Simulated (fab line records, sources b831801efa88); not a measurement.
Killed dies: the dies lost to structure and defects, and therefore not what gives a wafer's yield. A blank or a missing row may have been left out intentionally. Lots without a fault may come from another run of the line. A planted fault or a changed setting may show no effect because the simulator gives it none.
fab line records + flow sfq_line
record:
- lots: 5
- wafers: 27
route steps=325 shown JJ@180 I5@236 M6@262 I6@277 M8@320
start_h: hours from the record's first day to the start of the lot's first wafer shown + wait_h: hours from the lot's prior step to this one + " identical to the entry in the row above + L1.1+2: one row covering several wafers at once + - value missing, or start not given + * or withheld: withheld + < > ~ a bound
route shown NAME@n: names a module that has steps shown in the file, with the first one's number in the route + usual: mean/standard deviation of fault-free wafers + same: alike in all rows + chamber/n: place in a boat + sites: the reading at each site + _std_site: how widely they spread, as a standard deviation + _edge_site: the outer-site mean with the inner-site mean subtracted + radius_mm: how far each site lies from the wafer's centre + mask NAME#n: copy n + behind: the last tool/chamber to shape the wafer + hold: cause of the lot's hold/its duration in hours/its outcome + device: the n, p or np transistor that did not switch + end of line: the route-end tests of the same wafers + a step given without rows: its recipe and nothing more + killed: not the wafer's yield, but the dies lost to structure and defects at the first sort + map: the dies of a wafer, with x for killed, . for not killed, _ for no die there
set.NAME: the run value of the setting; set.NAME@STEP: its run value at that earlier step + model.NAME: the simulator's own value behind a step, which no gauge read
lots whose settings were changed on purpose; a table a step, a row a wafer
== steps ==
step: SFQ_TRILAYER_JJ_TRILAYER_DEP_SPUTTER_110
recipe:
- material: Al
- base_pressure_pa: 1.33e-06
- target_thk_nm: 8
- power_w: 500
- time_s: 10
- chamber_pressure_pa: 0.4
| lot.wafer | tool           | chamber | start_h | wait_h | set.time_s | model.Al_of_TRILAYER_JJ_TRILAYER_DEP_SPUTTER_110.thk_nm |
|-----------|----------------|---------|---------|--------|------------|---------------------------------------------------------|
| L074.1    | pvd_sputter-05 | -       | 1323.78 | 0.0    | 10         | 8.035                                                   |
| L074.4    | "              | -       | "       | "      | 10         | 8.032                                                   |
| L074.5    | "              | -       | "       | "      | 10         | 7.931                                                   |
| L077.1    | pvd_sputter-05 | -       | 1335.78 | 0.0    | 6.528      | 5.275                                                   |
| L077.2    | "              | -       | "       | "      | 10         | 7.969                                                   |
| L077.3    | "              | -       | "       | "      | 10         | 7.973                                                   |
| L077.4    | "              | -       | "       | "      | 6.528      | 5.267                                                   |
| L077.5    | "              | -       | "       | "      | 6.528      | 5.165                                                   |
| L077.6    | "              | -       | "       | "      | 10         | 8.068                                                   |
| L078.1    | pvd_sputter-04 | -       | 1338.39 | 0.0    | 10         | 8.18                                                    |
| L078.2    | "              | -       | "       | "      | 12.62      | 10.63                                                   |
| L078.3    | "              | -       | "       | "      | 10         | 8.36                                                    |
| L078.4    | "              | -       | "       | "      | 10         | 8.203                                                   |
| L078.5    | "              | -       | "       | "      | 12.62      | 10.28                                                   |
| L078.6    | "              | -       | "       | "      | 12.62      | 10.59                                                   |
| L081.1    | pvd_sputter-05 | -       | 1356.39 | 0.0    | 10         | 7.944                                                   |
| L081.2    | "              | -       | "       | "      | 14.31      | 11.32                                                   |
| L081.3    | "              | -       | "       | "      | 14.31      | 11.21                                                   |
| L081.4    | "              | -       | "       | "      | 10         | 7.896                                                   |
| L081.5    | "              | -       | "       | "      | 14.31      | 11.17                                                   |
| L081.6    | "              | -       | "       | "      | 10         | 7.897                                                   |
| L082.1    | pvd_sputter-03 | -       | 1358.77 | 0.0    | 6.737      | 5.441                                                   |
| L082.2    | "              | -       | "       | "      | 10         | 8.073                                                   |
| L082.3    | "              | -       | "       | "      | 10         | 7.828                                                   |
| L082.4    | "              | -       | "       | "      | 10         | 8.082                                                   |
| L082.5    | "              | -       | "       | "      | 6.737      | 5.476                                                   |
| L082.6    | "              | -       | "       | "      | 6.737      | 5.219                                                   |
step: SFQ_TRILAYER_I5_BARC_OPEN_VIA_ETCH_200
recipe:
- mask_material: PR
- chemistry: O2
- target_depth_nm: 125
- target: BARC
- source_w: 500
- bias_w: 80
- pressure_mtorr: 30
- time_s: 41.7
usual:
- oes_product_au: 0.692/0.0047
| lot.wafer | tool        | chamber | start_h | wait_h | set.time_s | oes_product_au | model.KrF_of_TRILAYER_I5_LITHO_COAT_144.thk_nm |
|-----------|-------------|---------|---------|--------|------------|----------------|------------------------------------------------|
| L074.1    | rie_diel-03 | 0       | 1490.73 | 0.0    | 41.7       | 0.687          | 573.3                                          |
| L074.4    | "           | 2       | "       | "      | 41.7       | 0.692          | 571                                            |
| L074.5    | "           | 0       | "       | "      | 41.7       | 0.693          | 573.1                                          |
| L077.1    | rie_diel-01 | 1       | 1633.16 | 0.0    | 41.7       | 0.694          | 569.2                                          |
| L077.2    | "           | 3       | "       | "      | 41.7       | 0.692          | 570.2                                          |
| L077.3    | "           | 0       | "       | "      | 41.7       | 0.695          | 571.2                                          |
| L077.4    | "           | 2       | "       | "      | 41.7       | 0.689          | 570.4                                          |
| L077.5    | "           | 1       | "       | "      | 41.7       | 0.689          | 569.3                                          |
| L077.6    | "           | 0       | "       | "      | 41.7       | 0.697          | 570.6                                          |
| L078.1    | rie_diel-01 | 3       | 1730.00 | 0.0    | 26.57      | 0.871          | 591.9                                          |
| L078.2    | "           | 2       | "       | "      | 26.57      | 0.869          | 592                                            |
| L078.3    | "           | 0       | "       | "      | 41.7       | 0.694          | 574.2                                          |
| L078.4    | "           | 1       | "       | "      | 41.7       | 0.685          | 572.7                                          |
| L078.5    | "           | 2       | "       | "      | 26.57      | 0.876          | 591.8                                          |
| L078.6    | "           | 3       | "       | "      | 41.7       | 0.701          | 572                                            |
| L081.1    | rie_diel-04 | 0       | 1746.80 | 0.0    | 33.65      | 0.763          | 581.2                                          |
| L081.2    | "           | 3       | "       | "      | 41.7       | 0.691          | 570.7                                          |
| L081.3    | "           | 2       | "       | "      | 33.65      | 0.772          | 581.5                                          |
| L081.4    | "           | 2       | "       | "      | 33.65      | 0.764          | 580.8                                          |
| L081.5    | "           | 3       | "       | "      | 41.7       | 0.685          | 569.7                                          |
| L081.6    | "           | 0       | "       | "      | 41.7       | 0.689          | 574                                            |
| L082.1    | rie_diel-03 | 1       | 1748.00 | 0.0    | 41.7       | 0.695          | 574                                            |
| L082.2    | "           | 0       | "       | "      | 41.7       | 0.690          | 573.2                                          |
| L082.3    | "           | 2       | "       | "      | 56.28      | 0.652          | 554.8                                          |
| L082.4    | "           | 3       | "       | "      | 56.28      | 0.654          | 553.3                                          |
| L082.5    | "           | 0       | "       | "      | 56.28      | 0.663          | 555.8                                          |
| L082.6    | "           | 1       | "       | "      | 41.7       | 0.690          | 573.6                                          |
step: SFQ_TRILAYER_M6_BARC_OPEN_METAL_ETCH_206
recipe:
- mask_material: PR
- chemistry: O2
- target_depth_nm: 125
- target: BARC
- icp_w: 600
- bias_w: 80
- pressure_mtorr: 10
- time_s: 41.7
usual:
- oes_product_au: 0.686/0.0048
| lot.wafer | tool         | chamber | start_h | wait_h | set.time_s | oes_product_au | model.KrF_of_TRILAYER_M6_LITHO_COAT_159.thk_nm |
|-----------|--------------|---------|---------|--------|------------|----------------|------------------------------------------------|
| L074.1    | rie_metal-03 | 1       | 1627.77 | 0.0    | 41.7       | 0.686          | 522.1                                          |
| L074.4    | "            | 0       | "       | "      | 41.7       | 0.687          | 521.8                                          |
| L074.5    | "            | 0       | "       | "      | 41.7       | 0.678          | 525                                            |
| L077.1    | rie_metal-03 | 1       | 1743.20 | 0.0    | 41.7       | 0.686          | 525.2                                          |
| L077.2    | "            | 0       | "       | "      | 65.69      | 0.633          | 500.1                                          |
| L077.3    | "            | 1       | "       | "      | 65.69      | 0.639          | 494.8                                          |
| L077.4    | "            | 0       | "       | "      | 41.7       | 0.688          | 530.5                                          |
| L077.5    | "            | 1       | "       | "      | 65.69      | 0.644          | 495.1                                          |
| L077.6    | "            | 0       | "       | "      | 41.7       | 0.688          | 527.3                                          |
| L078.1    | rie_metal-04 | 1       | 1869.23 | 0.0    | 58.63      | 0.649          | 498.9                                          |
| L078.2    | "            | 0       | "       | "      | 41.7       | 0.692          | 522.7                                          |
| L078.3    | "            | 1       | "       | "      | 41.7       | 0.681          | 523.6                                          |
| L078.4    | "            | 0       | "       | "      | 58.63      | 0.637          | 501.2                                          |
| L078.5    | "            | 0       | "       | "      | 41.7       | 0.689          | 522.7                                          |
| L078.6    | "            | 1       | "       | "      | 58.63      | 0.656          | 500.5                                          |
| L081.1    | rie_metal-04 | 0       | 1877.63 | 0.0    | 41.7       | 0.687          | 525.1                                          |
| L081.2    | "            | 1       | "       | "      | 41.7       | 0.682          | 523.1                                          |
| L081.3    | "            | 0       | "       | "      | 51.4       | 0.653          | 514.3                                          |
| L081.4    | "            | 1       | "       | "      | 41.7       | 0.689          | 524.3                                          |
| L081.5    | "            | 1       | "       | "      | 51.4       | 0.660          | 511.1                                          |
| L081.6    | "            | 0       | "       | "      | 51.4       | 0.661          | 515.6                                          |
| L082.1    | rie_metal-03 | 1       | 1878.83 | 0.0    | 64.3       | 0.636          | 490.7                                          |
| L082.2    | "            | 1       | "       | "      | 64.3       | 0.643          | 492.1                                          |
| L082.3    | "            | 1       | "       | "      | 64.3       | 0.637          | 491.5                                          |
| L082.4    | "            | 1       | "       | "      | 41.7       | 0.679          | 520.9                                          |
| L082.5    | "            | 1       | "       | "      | 41.7       | 0.688          | 521.1                                          |
| L082.6    | "            | 1       | "       | "      | 41.7       | 0.686          | 522.1                                          |
step: SFQ_TRILAYER_M6_ETCH_METAL_ETCH_162
recipe:
- target: Nb
- stop_on: SiO2
- mask_material: PR
- chemistry: Cl2/Ar
- target_depth_nm: 240
- icp_w: 600
- bias_w: 80
- pressure_mtorr: 10
- time_s: 120
| lot.wafer | tool         | chamber | start_h | wait_h | set.time_s@TRILAYER_M6_BARC_OPEN_METAL_ETCH_206 | model.KrF_of_TRILAYER_M6_LITHO_COAT_159.thk_nm |
|-----------|--------------|---------|---------|--------|-------------------------------------------------|------------------------------------------------|
| L074.1    | rie_metal-03 | 1       | 1627.83 | 0.0    | 41.7                                            | 378.1                                          |
| L074.4    | "            | 0       | "       | "      | 41.7                                            | 381.5                                          |
| L074.5    | "            | 0       | "       | "      | 41.7                                            | 383.6                                          |
| L077.1    | rie_metal-03 | 1       | 1743.26 | 0.0    | 41.7                                            | 382.1                                          |
| L077.2    | "            | 0       | "       | "      | 65.69                                           | 363.4                                          |
| L077.3    | "            | 1       | "       | "      | 65.69                                           | 351.6                                          |
| L077.4    | "            | 0       | "       | "      | 41.7                                            | 394.2                                          |
| L077.5    | "            | 1       | "       | "      | 65.69                                           | 351.7                                          |
| L077.6    | "            | 0       | "       | "      | 41.7                                            | 391                                            |
| L078.1    | rie_metal-04 | 1       | 1869.29 | 0.0    | 58.63                                           | 353.5                                          |
| L078.2    | "            | 0       | "       | "      | 41.7                                            | 380.8                                          |
| L078.3    | "            | 1       | "       | "      | 41.7                                            | 378.4                                          |
| L078.4    | "            | 0       | "       | "      | 58.63                                           | 359.7                                          |
| L078.5    | "            | 0       | "       | "      | 41.7                                            | 381.6                                          |
| L078.6    | "            | 1       | "       | "      | 58.63                                           | 355.4                                          |
| L081.1    | rie_metal-04 | 0       | 1877.69 | 0.0    | 41.7                                            | 384                                            |
| L081.2    | "            | 1       | "       | "      | 41.7                                            | 378                                            |
| L081.3    | "            | 0       | "       | "      | 51.4                                            | 373.1                                          |
| L081.4    | "            | 1       | "       | "      | 41.7                                            | 379.2                                          |
| L081.5    | "            | 1       | "       | "      | 51.4                                            | 367.4                                          |
| L081.6    | "            | 0       | "       | "      | 51.4                                            | 374.5                                          |
| L082.1    | rie_metal-03 | 1       | 1878.95 | 0.1    | 64.3                                            | 346.1                                          |
| L082.2    | "            | 1       | "       | "      | 64.3                                            | 346.8                                          |
| L082.3    | "            | 1       | "       | "      | 64.3                                            | 346.4                                          |
| L082.4    | "            | 1       | "       | "      | 41.7                                            | 375.2                                          |
| L082.5    | "            | 1       | "       | "      | 41.7                                            | 376                                            |
| L082.6    | "            | 1       | "       | "      | 41.7                                            | 377.2                                          |
step: SFQ_TRILAYER_I6_VIA_BARC_OPEN_VIA_ETCH_235
recipe:
- mask_material: PR
- chemistry: O2
- target_depth_nm: 125
- target: BARC
- source_w: 500
- bias_w: 80
- pressure_mtorr: 30
- time_s: 41.7
usual:
- oes_product_au: 0.685/0.0048
| lot.wafer | tool        | chamber | start_h | wait_h | set.time_s | oes_product_au | model.KrF_of_TRILAYER_I6_VIA_LITHO_COAT_169.thk_nm |
|-----------|-------------|---------|---------|--------|------------|----------------|----------------------------------------------------|
| L074.1    | rie_diel-03 | 0       | 1739.60 | 0.0    | 41.7       | 0.699          | 574.5                                              |
| L074.4    | "           | 2       | "       | "      | 41.7       | 0.684          | 572.3                                              |
| L074.5    | "           | 0       | "       | "      | 41.7       | 0.693          | 573.7                                              |
| L077.1    | rie_diel-01 | 1       | 1857.11 | 0.0    | 41.7       | 0.680          | 574.1                                              |
| L077.2    | "           | 0       | "       | "      | 41.7       | 0.680          | 575.8                                              |
| L077.3    | "           | 3       | "       | "      | 57.79      | 0.652          | 557.3                                              |
| L077.4    | "           | 2       | "       | "      | 57.79      | 0.649          | 555.7                                              |
| L077.5    | "           | 3       | "       | "      | 57.79      | 0.640          | 557.8                                              |
| L077.6    | "           | 2       | "       | "      | 41.7       | 0.688          | 575.9                                              |
| L078.1    | rie_diel-01 | 3       | 1878.06 | 0.0    | 60.71      | 0.635          | 550.8                                              |
| L078.2    | "           | 0       | "       | "      | 60.71      | 0.646          | 549.4                                              |
| L078.3    | "           | 1       | "       | "      | 41.7       | 0.686          | 571.7                                              |
| L078.4    | "           | 2       | "       | "      | 41.7       | 0.687          | 571.8                                              |
| L078.5    | "           | 0       | "       | "      | 41.7       | 0.687          | 573.3                                              |
| L078.6    | "           | 3       | "       | "      | 60.71      | 0.650          | 548.8                                              |
| L081.1    | rie_diel-01 | 1       | 1885.28 | 0.0    | 41.7       | 0.687          | 568.2                                              |
| L081.2    | "           | 0       | "       | "      | 41.7       | 0.682          | 573.8                                              |
| L081.3    | "           | 2       | "       | "      | 41.7       | 0.681          | 570.3                                              |
| L081.4    | "           | 3       | "       | "      | 41.7       | 0.684          | 570                                                |
| L081.5    | "           | 1       | "       | "      | 41.7       | 0.681          | 569.4                                              |
| L081.6    | "           | 0       | "       | "      | 41.7       | 0.676          | 571.6                                              |
| L082.1    | rie_diel-02 | 3       | 1887.26 | 0.0    | 56.77      | 0.656          | 551.5                                              |
| L082.2    | "           | 2       | "       | "      | 56.77      | 0.660          | 553.1                                              |
| L082.3    | "           | 0       | "       | "      | 41.7       | 0.681          | 570.6                                              |
| L082.4    | "           | 1       | "       | "      | 41.7       | 0.691          | 573.5                                              |
| L082.5    | "           | 3       | "       | "      | 56.77      | 0.656          | 552.8                                              |
| L082.6    | "           | 2       | "       | "      | 41.7       | 0.680          | 573.5                                              |
step: SFQ_TRILAYER_I6_VIA_ETCH_VIA_ETCH_172
recipe:
- target: SiO2
- stop_on: Nb
- mask_material: PR
- taper_deg: 20
- chemistry: CHF3
- target_depth_nm: 260
- source_w: 500
- bias_w: 80
- pressure_mtorr: 30
- time_s: withheld
| lot.wafer | tool        | chamber | start_h | wait_h | set.time_s@TRILAYER_I6_VIA_BARC_OPEN_VIA_ETCH_235 | model.KrF_of_TRILAYER_I6_VIA_LITHO_COAT_169.thk_nm |
|-----------|-------------|---------|---------|--------|---------------------------------------------------|----------------------------------------------------|
| L074.1    | rie_diel-03 | 0       | 1739.64 | 0.0    | *                                                 | 530.6                                              |
| L074.4    | "           | 2       | "       | "      | *                                                 | 528                                                |
| L074.5    | "           | 0       | "       | "      | *                                                 | 529.8                                              |
| L077.1    | rie_diel-01 | 1       | 1857.15 | 0.0    | *                                                 | 527.5                                              |
| L077.2    | "           | 0       | "       | "      | *                                                 | 531.5                                              |
| L077.3    | "           | 3       | "       | "      | *                                                 | 513                                                |
| L077.4    | "           | 2       | "       | "      | *                                                 | 510.6                                              |
| L077.5    | "           | 3       | "       | "      | *                                                 | 513.6                                              |
| L077.6    | "           | 2       | "       | "      | *                                                 | 531.2                                              |
| L078.1    | rie_diel-01 | 3       | 1878.10 | 0.0    | *                                                 | 506.5                                              |
| L078.2    | "           | 0       | "       | "      | *                                                 | 505.7                                              |
| L078.3    | "           | 1       | "       | "      | *                                                 | 525.2                                              |
| L078.4    | "           | 2       | "       | "      | *                                                 | 527                                                |
| L078.5    | "           | 0       | "       | "      | *                                                 | 529.6                                              |
| L078.6    | "           | 3       | "       | "      | *                                                 | 503.9                                              |
| L081.1    | rie_diel-01 | 1       | 1885.32 | 0.0    | *                                                 | 521.6                                              |
| L081.2    | "           | 0       | "       | "      | *                                                 | 529.8                                              |
| L081.3    | "           | 2       | "       | "      | *                                                 | 525.3                                              |
| L081.4    | "           | 3       | "       | "      | *                                                 | 525                                                |
| L081.5    | "           | 1       | "       | "      | *                                                 | 522.7                                              |
| L081.6    | "           | 0       | "       | "      | *                                                 | 527.5                                              |
| L082.1    | rie_diel-02 | 3       | 1887.30 | 0.0    | *                                                 | 506.7                                              |
| L082.2    | "           | 2       | "       | "      | *                                                 | 509.9                                              |
| L082.3    | "           | 0       | "       | "      | *                                                 | 524.8                                              |
| L082.4    | "           | 1       | "       | "      | *                                                 | 529                                                |
| L082.5    | "           | 3       | "       | "      | *                                                 | 507.9                                              |
| L082.6    | "           | 2       | "       | "      | *                                                 | 530                                                |
step: SFQ_TRILAYER_M8_DEP_EVAP_198
recipe:
- material: Pt
- angular_spread_deg: 1
- target_thk_nm: 50
- time_s: 250
- power_w: 2000
| lot.wafer | tool           | chamber | start_h | wait_h | set.time_s | model.Pt_of_TRILAYER_M8_DEP_EVAP_198.thk_nm |
|-----------|----------------|---------|---------|--------|------------|---------------------------------------------|
| L074.1    | pvd_sputter-02 | -       | 1983.65 | 0.0    | 250        | 49.82                                       |
| L074.4    | "              | -       | "       | "      | 250        | 50.28                                       |
| L074.5    | "              | -       | "       | "      | 250        | 50.5                                        |
| L077.1    | pvd_sputter-01 | -       | 2003.54 | 0.0    | 158.1      | 31.02                                       |
| L077.2    | "              | -       | "       | "      | 250        | 49.28                                       |
| L077.3    | "              | -       | "       | "      | 158.1      | 32.07                                       |
| L077.4    | "              | -       | "       | "      | 250        | 49.64                                       |
| L077.5    | "              | -       | "       | "      | 158.1      | 31.87                                       |
| L077.6    | "              | -       | "       | "      | 250        | 49.7                                        |
| L078.1    | pvd_sputter-02 | -       | 2005.94 | 0.0    | 250        | 49.2                                        |
| L078.2+3  | "              | -       | "       | "      | 250        | 50.55                                       |
| L078.4    | "              | -       | "       | "      | 250        | 49.94                                       |
| L078.5    | "              | -       | "       | "      | 250        | 50.5                                        |
| L078.6    | "              | -       | "       | "      | 250        | 50.57                                       |
| L081.1    | pvd_sputter-01 | -       | 2172.40 | 0.0    | 250        | 50.68                                       |
| L081.2    | "              | -       | "       | "      | 336.8      | 67.68                                       |
| L081.3    | "              | -       | "       | "      | 250        | 51.06                                       |
| L081.4    | "              | -       | "       | "      | 336.8      | 67.47                                       |
| L081.5    | "              | -       | "       | "      | 336.8      | 67.23                                       |
| L081.6    | "              | -       | "       | "      | 250        | 51.03                                       |
| L082.1    | pvd_sputter-02 | -       | 2173.60 | 0.0    | 357.8      | 71.37                                       |
| L082.2    | "              | -       | "       | "      | 250        | 49.68                                       |
| L082.3    | "              | -       | "       | "      | 357.8      | 70.74                                       |
| L082.4    | "              | -       | "       | "      | 357.8      | 72.33                                       |
| L082.5    | "              | -       | "       | "      | 250        | 50.52                                       |
| L082.6    | "              | -       | "       | "      | 250        | 49.33                                       |
== key ==
split:
- step: SFQ_TRILAYER_JJ_TRILAYER_DEP_SPUTTER_110
- setting: time_s
- stated: 10
- by: wafer
response:
- step: SFQ_TRILAYER_JJ_TRILAYER_DEP_SPUTTER_110
- reading: model.Al_of_TRILAYER_JJ_TRILAYER_DEP_SPUTTER_110.thk_nm
- change: +0.0796
- per: 1%
- r: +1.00
split:
- step: SFQ_TRILAYER_I5_BARC_OPEN_VIA_ETCH_200
- setting: time_s
- stated: 41.7
- by: wafer
response:
- step: SFQ_TRILAYER_I5_BARC_OPEN_VIA_ETCH_200
- reading: oes_product_au
- change: -0.00316
- per: 1%
- r: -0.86
response:
- step: SFQ_TRILAYER_I5_BARC_OPEN_VIA_ETCH_200
- reading: model.KrF_of_TRILAYER_I5_LITHO_COAT_144.thk_nm
- change: -0.528
- per: 1%
- r: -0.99
split:
- step: SFQ_TRILAYER_M6_BARC_OPEN_METAL_ETCH_206
- setting: time_s
- stated: 41.7
- by: wafer
response:
- step: SFQ_TRILAYER_M6_BARC_OPEN_METAL_ETCH_206
- reading: oes_product_au
- change: -0.00089
- per: 1%
- r: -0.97
response:
- step: SFQ_TRILAYER_M6_BARC_OPEN_METAL_ETCH_206
- reading: model.KrF_of_TRILAYER_M6_LITHO_COAT_159.thk_nm
- change: -0.543
- per: 1%
- r: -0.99
response:
- step: SFQ_TRILAYER_M6_ETCH_METAL_ETCH_162
- reading: model.KrF_of_TRILAYER_M6_LITHO_COAT_159.thk_nm
- change: -0.559
- per: 1%
- r: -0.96
split:
- step: SFQ_TRILAYER_I6_VIA_BARC_OPEN_VIA_ETCH_235
- setting: time_s
- stated: 41.7
- by: wafer
response:
- step: SFQ_TRILAYER_I6_VIA_BARC_OPEN_VIA_ETCH_235
- reading: oes_product_au
- change: -0.000878
- per: 1%
- r: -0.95
response:
- step: SFQ_TRILAYER_I6_VIA_BARC_OPEN_VIA_ETCH_235
- reading: model.KrF_of_TRILAYER_I6_VIA_LITHO_COAT_169.thk_nm
- change: -0.505
- per: 1%
- r: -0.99
response:
- step: SFQ_TRILAYER_I6_VIA_ETCH_VIA_ETCH_172
- reading: model.KrF_of_TRILAYER_I6_VIA_LITHO_COAT_169.thk_nm
- change: -0.491
- per: 1%
- r: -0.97
split:
- step: SFQ_TRILAYER_M8_DEP_EVAP_198
- setting: time_s
- stated: 250
- by: wafer
response:
- step: SFQ_TRILAYER_M8_DEP_EVAP_198
- reading: model.Pt_of_TRILAYER_M8_DEP_EVAP_198.thk_nm
- change: +0.49
- per: 1%
- r: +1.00
